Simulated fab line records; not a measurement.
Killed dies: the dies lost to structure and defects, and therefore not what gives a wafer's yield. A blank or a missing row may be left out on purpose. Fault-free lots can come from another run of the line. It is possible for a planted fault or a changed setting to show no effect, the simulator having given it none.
A single fault, viewed from 2 desks	flow sky130	what lay behind the numbers comes last; until then each desk has only its own

== FOR THE TOOL OWNER'S DESK: litho track-04 ==
At SKY_VT_ADJUST_LVTN_SOFTBAKE_14 (time 60 s), the tool's own readings, given per lot that ran on this tool as the mean of the sampled wafers with a number. Any lot whose mean is over 4 standard deviations away from the usual mean is out of limits and marked OUT; that distance is given in the brackets.
Columns: A = run length s at SKY_VT_ADJUST_LVTN_SOFTBAKE_14, usual 89.18 s
lot	first seen here	A
L676	day 8 05:11	89.34
L683	day 10 07:08	89.26
L685	day 10 19:55	98.62 (+67) OUT
L686	day 11 11:02	98.60 (+67) OUT
L687	day 11 13:02	98.52 (+67) OUT
Finding of this desk: L685, L686, L687 out of limits; the first was L685 at day 10 19:55, on run length s at SKY_VT_ADJUST_LVTN_SOFTBAKE_14. L676, L683: within limits.

== FROM THE METROLOGY DESK ==
Means of the sampled wafers that have a number, per lot and without regard to the tool the lot ran on: this is what the gauges read. Any lot whose mean is over 4 standard deviations away from the usual mean is out of limits and marked OUT; that distance is given in the brackets.
Columns: A = GATE_OXIDE_TW at SKY_GATE_OXIDE_TW_MEAS_14, usual 225.2; B = LI_CONTACT_BOW at SKY_LI_CONTACT_BOW_MEAS_03, usual 55 um
lot	first seen here	A	B
L672	day 13 13:55	227.1	46
L675	day 14 23:17	222.3	55
L676	day 15 04:10	224.6	57
L678	day 16 01:05	226.8	54
L679	day 16 04:57	225.6	62
L680	day 16 12:40	226.0	54
L681	day 16 20:04	225.6	55
L682	day 17 16:04	226.5	49
L683	day 17 20:46	224.1	55
L685	day 18 10:56	227.2	69
L686	day 19 04:13	225.9	63
L687	day 19 07:17	224.5	58
L694	day 21 14:43	224.2	57
L695	day 21 23:50	226.2	53
This desk's verdict: no lot among the 14 shows anything out of limits.

== BROUGHT TOGETHER ==
An alarm could have come from the tool owner's desk at day 10 19:55, on L685, L686, L687.
At the metrology desk, nothing out of limits was observed.
The metrology desk has L685, L686, L687 on record, within its limits.
Of the lots named, all ran SKY_VT_ADJUST_LVTN_SOFTBAKE_14 on litho track-04.

== WHAT HAD BEEN PUT IN BY THE SIMULATOR ==
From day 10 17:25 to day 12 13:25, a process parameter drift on litho track-04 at SKY_VT_ADJUST_LVTN_SOFTBAKE_14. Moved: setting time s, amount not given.
Shown lots that were struck: L685, L686, L687.
How many hours passed from the start of the fault until each desk's first out-of-limits reading: the tool owner's desk, 2.
